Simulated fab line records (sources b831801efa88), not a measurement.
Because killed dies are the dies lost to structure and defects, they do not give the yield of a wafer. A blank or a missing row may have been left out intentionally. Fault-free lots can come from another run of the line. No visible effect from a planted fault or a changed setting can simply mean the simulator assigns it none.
The tool behind it: which one? -- flow gf180mcu -- 12 lots with 36 wafers sampled at 2 steps, on a route of 602 steps

WHAT EACH GAUGE READ, for each wafer
GF_M5_CD_MEAS_07 targets a cd of 280 nm.
lot,measured,on,cd nm (nm)
L339,day 26 08:13,cd sem-01,281.4 279.8 280.6
L341,day 27 08:48,cd sem-02,281.4 281.0 280.9
L343,day 28 02:39,cd sem-02,280.4 280.3 281.1
L344,day 28 16:57,cd sem-02,280.1 281.0 279.1
L346,day 28 22:17,cd sem-01,280.5 280.3 280.5
L347,day 29 05:09,cd sem-01,279.9 280.4 281.3
L348,day 29 11:13,cd sem-01,281.5 280.8 280.5
L349,day 29 21:13,cd sem-02,277.9 277.8 277.8
L350,day 30 01:31,cd sem-01,278.7 280.1 278.8
L352,day 30 15:38,cd sem-02,279.6 280.3 280.1
L358,day 32 03:11,cd sem-01,279.5 278.8 279.9
L359,day 32 09:28,cd sem-02,279.2 278.2 277.9

TOOL THAT RAN EACH LOT (tool first, then ch and the chambers of the sampled wafers, then the start)
lot,GF_V2_CVD_00
L339,"hdpcvd-02 ch 1,2, day 19 05:01"
L341,"hdpcvd-01 ch 0,2, day 20 11:36"
L343,"hdpcvd-01 ch 0,2, day 21 08:02"
L344,"hdpcvd-02 ch 1,2, day 22 00:31"
L346,"hdpcvd-01 ch 0,2, day 22 06:47"
L347,"hdpcvd-02 ch 1,2, day 22 17:02"
L348,"hdpcvd-02 ch 1,2, day 22 23:44"
L349,"hdpcvd-02 ch 0,1,2, day 23 12:11"
L350,"hdpcvd-02 ch 0,1,2, day 23 15:39"
L352,"hdpcvd-01 ch 0,2, day 24 09:31"
L358,"hdpcvd-02 ch 0,2, day 26 04:39"
L359,"hdpcvd-02 ch 0,1,2, day 26 10:44"
- GF_V2_CVD_00: deposits SiO2, target thk 600 nm, time 100 s.

AS READ BY THE TOOLS THEMSELVES (means over the sampled wafers that have a number; for cases with no such wafer, the mark the record gives instead)
The record holds no such reading with a usual standard deviation.

THE ANSWER, worked out from the rows above alone
Rule: the lots themselves supply what counts as usual. The widest of any qualifying gaps counts: lots, ordered by their means at a reading, are off when they make up no more than a third of the lots, leave a main group of 4 or more, and stand apart from it by 3 or more times the standard deviation of that group's means. If all means in a main group match to the digits the tables above print for the reading, that group is not used. A lot without any number at a reading at which 4 lots or more have one is off too. Any other lot the step has rows for is counted as sound. First the gauges in route order, then the tools' own readings, where a lot's mean is used as printed above. The first step at which some lot is off is used, and at that step the reading that is off furthest; a lot without a number counts as furthest.
Across all readings shown, no lot is off: no conclusion can be drawn from this.

WHAT HAD BEEN PUT IN BY THE SIMULATOR
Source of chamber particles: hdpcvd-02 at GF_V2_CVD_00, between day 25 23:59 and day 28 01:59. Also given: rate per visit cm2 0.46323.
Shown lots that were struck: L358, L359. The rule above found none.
